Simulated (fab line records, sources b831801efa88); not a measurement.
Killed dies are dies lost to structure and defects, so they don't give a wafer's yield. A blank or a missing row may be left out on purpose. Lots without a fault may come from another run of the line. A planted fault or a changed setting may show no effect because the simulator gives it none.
One fault seen from 2 desks | flow sky130 | each desk has only its own numbers; what lay behind them comes last

THE TOOL OWNER'S DESK: implanter-04
The tool's own readings at SKY_PWDE_IMPLANT_08: means of the sampled wafers that have a number, for each lot that ran on this tool. A lot is out of limits, marked OUT, if its mean lies more than 4 standard deviations from the usual mean; the brackets give that distance.
Columns: A = dose_ions_cm2 at SKY_PWDE_IMPLANT_08, usual 3.6e+12
lot  | first seen here | A
L142 | day 4 00:45     | 3.6e+12
L144 | day 4 15:21     | 3.6e+12
L145 | day 4 20:58     | 3.6e+12
L151 | day 6 02:50     | 3.6e+12
L153 | day 6 17:10     | 3.5e+12 (-28) OUT
L158 | day 7 20:40     | 3.5e+12 (-29) OUT
This desk's finding: out of limits on L153, L158; first on L153, day 6 17:10 (dose_ions_cm2 at SKY_PWDE_IMPLANT_08). In limits: L142, L144, L145, L151.

THE METROLOGY DESK
What the gauges read, lot by lot, whatever tool the lot ran on: means of the sampled wafers that have a number. A lot is out of limits, marked OUT, if its mean lies more than 4 standard deviations from the usual mean; the brackets give that distance.
Columns: A = PWDE_RS at SKY_NWELL_RS_MEAS_31, usual 5268 ohm/sq; B = cd_nm at SKY_VT_ADJUST_HVTR_CD_MEAS_07, usual 380.2 nm; C = VT_ADJUST_HVTR_OVL at SKY_VT_ADJUST_HVTR_OVL_MEAS_08, usual 0.3 nm; D = SONOS_ONO_CVD_02_THK at SKY_SONOS_ONO_THK_MEAS_03, usual 10.51 nm
lot  | first seen here | A               | B     | C    | D
L141 | day 5 08:11     | 5264            | 377.4 | -1.6 | 10.41
L142 | day 5 12:49     | 5261            | 382.5 | 0.9  | 10.30
L144 | day 6 03:26     | 5263            | 379.9 | 0.3  | 10.54
L145 | day 6 10:37     | 5254            | 381.6 | 1.0  | 10.42
L147 | day 6 18:17     | 5275            | 377.9 | -1.0 | 10.54
L149 | day 7 13:29     | 5257            | 381.8 | 1.1  | 10.54
L151 | day 7 19:18     | 5263            | 378.3 | 1.0  | 10.68
L153 | day 8 10:40     | 5403 (+7.5) OUT | 379.1 | -0.2 | 10.56
L156 | day 9 03:29     | 5273            | 383.3 | -0.8 | 10.67
L158 | day 9 17:01     | 5395 (+7.0) OUT | 379.5 | -1.2 | 10.52
L161 | day 10 10:47    | 5260            | 379.3 | 0.4  | 10.53
L162 | day 10 16:40    | 5260            | 382.0 | 2.2  | 10.53
L164 | day 11 01:47    | 5274            | 379.6 | -0.4 | 10.32
This desk's finding: out of limits on L153, L158; first on L153, day 8 10:40 (PWDE_RS at SKY_NWELL_RS_MEAS_31). In limits: L141, L142, L144, L145, L147, L149, L151, L156, L161, L162, L164.

PUT TOGETHER
The tool owner's desk could have raised an alarm at day 6 17:10, on L153, L158.
The metrology desk could have raised an alarm at day 8 10:40, on L153, L158.
Of the lots named, all ran SKY_PWDE_IMPLANT_08 on implanter-04.

WHAT THE SIMULATOR HAD PUT IN
Process parameter drift: implanter-04, from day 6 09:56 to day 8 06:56, at SKY_PWDE_IMPLANT_08. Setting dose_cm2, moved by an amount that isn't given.
Lots struck among those shown: L153, L158.
Hours from the fault's start to each desk's first reading out of limits: the tool owner's desk, 7; the metrology desk, 49.
